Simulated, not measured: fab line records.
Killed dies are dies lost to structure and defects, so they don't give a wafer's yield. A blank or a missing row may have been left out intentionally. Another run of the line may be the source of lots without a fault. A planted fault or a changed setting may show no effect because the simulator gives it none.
Struck lot and sound lot, side by side    flow sky130    24 out of 708 route steps
Sound: wafers L682.2, L682.3, L682.4. Wafers struck: L685.1, L685.3, L685.4. The cause comes at the end.
For every step that has rows: the tool of each side, followed by ch and its chambers, followed by its first start. Under that, the readings that differ: sound wafers    struck wafers    difference of the means    sigmas: that difference in standard deviations of wafers without a fault.
alike: same words and numbers on both sides, and readings whose means sit less than 2 such deviations apart. not compared: any withheld reading, any reading some wafer has no value for, any bound like >300 that may hide the same value, and any number with overlapping values for which the record gives no deviation.
Wherever a step has rows on one side only, a row that says differs or no value, or a row with sigmas, the two part there. Numbers that don't overlap but have no deviation are shown without sigmas and don't part them. Lack of a reading on every wafer of one side parts them only where that side has two or more wafers.

first, 2 steps without rows for these wafers: SKY_POLY_GATE_CLEAN_19 (cleans in SC1/SC2, time 150 s); SKY_POLY_GATE_OXIDATION_20 (stabilise 600 s, purge 300 s, target thk 4 nm).
SKY_POLY_GATE_THK_MEAS_21:
  struck on filmMetro-02, day 20 04:53; sound on filmMetro-02, day 18 16:31
  alike: POLY_GATE_OXIDATION_THK
SKY_POLY_GATE_CD_MEAS_22:
  struck on cdSem-01, day 20 04:57; sound on cdSem-01, day 18 16:36
  alike: cdNm
then, 7 steps without rows for these wafers: SKY_LDD_N_DEHYDRATE_00 (time 60 s); SKY_LDD_N_HMDS_01 (prime time 60 s); SKY_LDD_N_COAT_02 (resist thk 300 nm); SKY_LDD_N_SOFTBAKE_03 (time 60 s); SKY_LDD_N_EXPOSE_04 (exposes mask NTM, target cd 840 nm); SKY_LDD_N_PEB_05; SKY_LDD_N_DEVELOP_06 (develop time 60 s).
SKY_LDD_N_OVL_MEAS_07:
  struck on overlay-01, day 21 12:22; sound on overlay-02, day 19 23:16
  alike: LDD_N_OVL
SKY_LDD_N_IMPLANT_08:
  sound on implanter-01 ch 0, day 19 23:19; struck on implanter-03 ch 0, day 21 12:43
then, 7 steps without rows for these wafers: SKY_LDD_N_IMPLANT_09; SKY_LDD_N_IMPLANT_10; SKY_LDD_N_IMPLANT_11; SKY_LDD_N_IMPLANT_12; SKY_LDD_N_IMPLANT_13; SKY_LDD_N_IMPLANT_14; SKY_LDD_N_IMPLANT_15.
SKY_LDD_N_STRIP_16: strips in O2/N2.
  sound on plasmaAsher-04 ch 0,1, day 20 00:29; struck on plasmaAsher-04 ch 0,1, day 21 13:55
reading                   sound              struck             difference  sigmas
stripTimeToEndpointS (s)  4.344 4.342 4.346  4.512 4.504 4.526  +0.170      +11
  alike: drypumpMotorCurrentA, oesProductAu
  not compared: rfHoursCounterH
SKY_LDD_N_TW_MEAS_17:
  struck on filmMetro-04, day 21 14:01; sound on filmMetro-01, day 20 00:36
reading   sound           struck          difference  sigmas
LDD_N_TW  2547 2540 2546  2704 2710 2710  +164        +9
then, 1 step without rows for these wafers: SKY_LDD_P_DEHYDRATE_00 (time 60 s).
-- here the record skips 27 days between the struck wafers' starts before and after, leaving off in module LDD_P and picking up in module PAD_OPEN (first step shown: number 708 of the route) --
SKY_PAD_OPEN_PROBE_99:
  struck on prober-01, day 48 08:50; sound on prober-01, day 47 06:56
reading                               sound                 struck                difference  sigmas
killedDies                            103 82 94             67 80 77              -18         -2
model.etest.tipN.rsOhmSq              443.1 442.8 440.6     382.2 380.7 383.3     -60.1       
model.etest.nfet_01v8_lvt.vtSatV (V)  0.5303 0.5328 0.5399  0.5071 0.5052 0.5088  -0.0273     
model.etest.nfet_01v8.vtSatV (V)      0.6474 0.6478 0.6548  0.6185 0.6117 0.6189  -0.0336     
  alike: killed_at_M0_to_M3, killed_at_M4_up, killedAtContacts, killedAtFrontEnd, killedAtOther, killedOnRim, killedOpen, killedShort

WHERE THEY PART
At SKY_LDD_N_STRIP_16 first; at SKY_PAD_OPEN_PROBE_99 last (within this record only).

WHY: whatever the simulator had introduced
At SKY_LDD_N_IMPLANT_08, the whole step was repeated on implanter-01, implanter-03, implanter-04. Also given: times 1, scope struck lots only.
